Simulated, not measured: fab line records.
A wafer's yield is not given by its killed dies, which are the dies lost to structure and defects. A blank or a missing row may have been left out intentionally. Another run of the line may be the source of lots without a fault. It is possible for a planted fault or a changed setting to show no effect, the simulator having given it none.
Shared-tool check -- flow sfq-line -- 14 lots and 41 wafers in the sample

## REASON FOR OPENING
SFQ_JJ_RS_MEAS_929, reading JJ_NB_RS: flagged on 2 of 14 lots. Wafers without a fault read 1.051 ohm/sq, standard deviation 0.0091.
Rule: a lot gets a flag if all its wafers with a number sit over 4 standard deviations from that mean, or if no wafer of it has a number. The other lots count as sound.

lot,measured,on,"JJ_NB_RS (ohm/sq), wafer by wafer",flag
L347,day 50 03:17,film-metro-03,1.042 1.035 1.040,
L349,day 51 13:27,film-metro-03,1.061 1.047 1.055,
L350,day 51 22:17,film-metro-04,1.042 1.040 1.044,
L352,day 52 16:22,film-metro-04,1.055 1.056 1.060,
L355,day 59 11:40,film-metro-01,1.857 1.857,FLAGGED
L359,day 60 09:22,film-metro-04,1.909 1.915 1.886,FLAGGED
L362,day 66 01:43,film-metro-04,1.038 1.038 1.039,
L361,day 66 06:44,film-metro-01,1.041 1.044 1.046,
L363,day 66 17:18,film-metro-04,1.068 1.060 1.068,
L365,day 67 17:19,film-metro-01,1.052 1.060 1.049,
L366,day 68 13:48,film-metro-03,1.048 1.059 1.046,
L367,day 69 00:38,film-metro-04,1.058 1.044 1.052,
L369,day 69 18:04,film-metro-04,1.048 1.062 1.064,
L370,day 69 23:49,film-metro-01,1.034 1.051 1.043,
Average over the flagged lots: 1.885 ohm/sq; offset from the usual +0.834 ohm/sq, equal to +92 standard deviations.

## EACH LOT AND THE TOOL IT RAN ON
The record holds 2 process steps before the reading, out of a route of 325 steps. Cell contents, in order: the tool; ch with the chambers the sampled wafers went through; the start.
lot,flag,SFQ_TRILAYER_M3_STRIP_STRIP_079,SFQ_TRILAYER_JJ_TRILAYER_DEP_SPUTTER_112
L347,,"rie-metal-04 ch 0,1, day 43 17:10","pvd-sputter-05, day 50 03:12"
L349,,"rie-metal-02 ch 0,1, day 44 15:23","pvd-sputter-06, day 51 13:21"
L350,,"rie-metal-04 ch 0,1, day 44 21:42","pvd-sputter-05, day 51 22:13"
L352,,"rie-metal-01 ch 0,1, day 45 15:47","pvd-sputter-06, day 52 16:17"
L355,FLAGGED,"rie-metal-04 ch 1, day 46 22:37","pvd-sputter-05, day 59 11:32"
L359,FLAGGED,"rie-metal-04 ch 0,1, day 48 02:27","pvd-sputter-05, day 60 09:17"
L362,,"rie-metal-01 ch 0,1, day 54 07:09","pvd-sputter-05, day 66 01:38"
L361,,"rie-metal-04 ch 0, day 54 13:20","pvd-sputter-04, day 66 06:36"
L363,,"rie-metal-02 ch 0,1, day 55 07:16","pvd-sputter-05, day 66 17:13"
L365,,"rie-metal-02 ch 0,1, day 56 05:00","pvd-sputter-04, day 67 17:14"
L366,,"rie-metal-02 ch 0,1, day 56 18:12","pvd-sputter-04, day 68 13:43"
L367,,"rie-metal-02 ch 0,1, day 57 02:55","pvd-sputter-05, day 69 00:31"
L369,,"rie-metal-04 ch 0,1, day 57 18:39","pvd-sputter-05, day 69 17:55"
L370,,"rie-metal-01 ch 0,1, day 58 02:51","pvd-sputter-04, day 69 23:43"
What the steps here do:
- SFQ_TRILAYER_M3_STRIP_STRIP_079: strips in O2.
- SFQ_TRILAYER_JJ_TRILAYER_DEP_SPUTTER_112: material Nb, target thk 170 nm, time 113.3 s.
- SFQ_JJ_RS_MEAS_929: measures by four-point-probe.

## FLAGGED OVER TOTAL, TOOL BY TOOL (the gauges that took the reading come last)
step,tool,lots run,flagged,share of the flagged lots,sound lots run after its first flagged lot
SFQ_TRILAYER_M3_STRIP_STRIP_079,rie-metal-01,3,0,none,-
SFQ_TRILAYER_M3_STRIP_STRIP_079,rie-metal-02,5,0,none,-
SFQ_TRILAYER_M3_STRIP_STRIP_079,rie-metal-04,6,2,all,"2 (L361,L369)"
SFQ_TRILAYER_JJ_TRILAYER_DEP_SPUTTER_112,pvd-sputter-04,4,0,none,-
SFQ_TRILAYER_JJ_TRILAYER_DEP_SPUTTER_112,pvd-sputter-05,8,2,all,"4 (L362,L363,L367,L369)"
SFQ_TRILAYER_JJ_TRILAYER_DEP_SPUTTER_112,pvd-sputter-06,2,0,none,-
SFQ_JJ_RS_MEAS_929,film-metro-01,4,1,some,"3 (L361,L365,L370)"
SFQ_JJ_RS_MEAS_929,film-metro-03,3,0,none,-
SFQ_JJ_RS_MEAS_929,film-metro-04,7,1,some,"4 (L362,L363,L367,L369)"

## WHAT THE TABLE PERMITS
rie-metal-04 at SFQ_TRILAYER_M3_STRIP_STRIP_079 and pvd-sputter-05 at SFQ_TRILAYER_JJ_TRILAYER_DEP_SPUTTER_112 are the 2 rows of the table that ran each flagged lot.
- rie-metal-04 at SFQ_TRILAYER_M3_STRIP_STRIP_079: 2 of its 6 lots flagged. Lots that were sound ran on it after the first flagged one (L361, L369); a persistent fault on the entire tool would not allow that.
- pvd-sputter-05 at SFQ_TRILAYER_JJ_TRILAYER_DEP_SPUTTER_112: 2 of its 8 lots flagged. Lots that were sound ran on it after the first flagged one (L362, L363, L367, L369); a persistent fault on the entire tool would not allow that.
None of the table's rows ran every flagged lot and, after the first, no sound lot.

## WHAT WAS PUT IN BY THE SIMULATOR
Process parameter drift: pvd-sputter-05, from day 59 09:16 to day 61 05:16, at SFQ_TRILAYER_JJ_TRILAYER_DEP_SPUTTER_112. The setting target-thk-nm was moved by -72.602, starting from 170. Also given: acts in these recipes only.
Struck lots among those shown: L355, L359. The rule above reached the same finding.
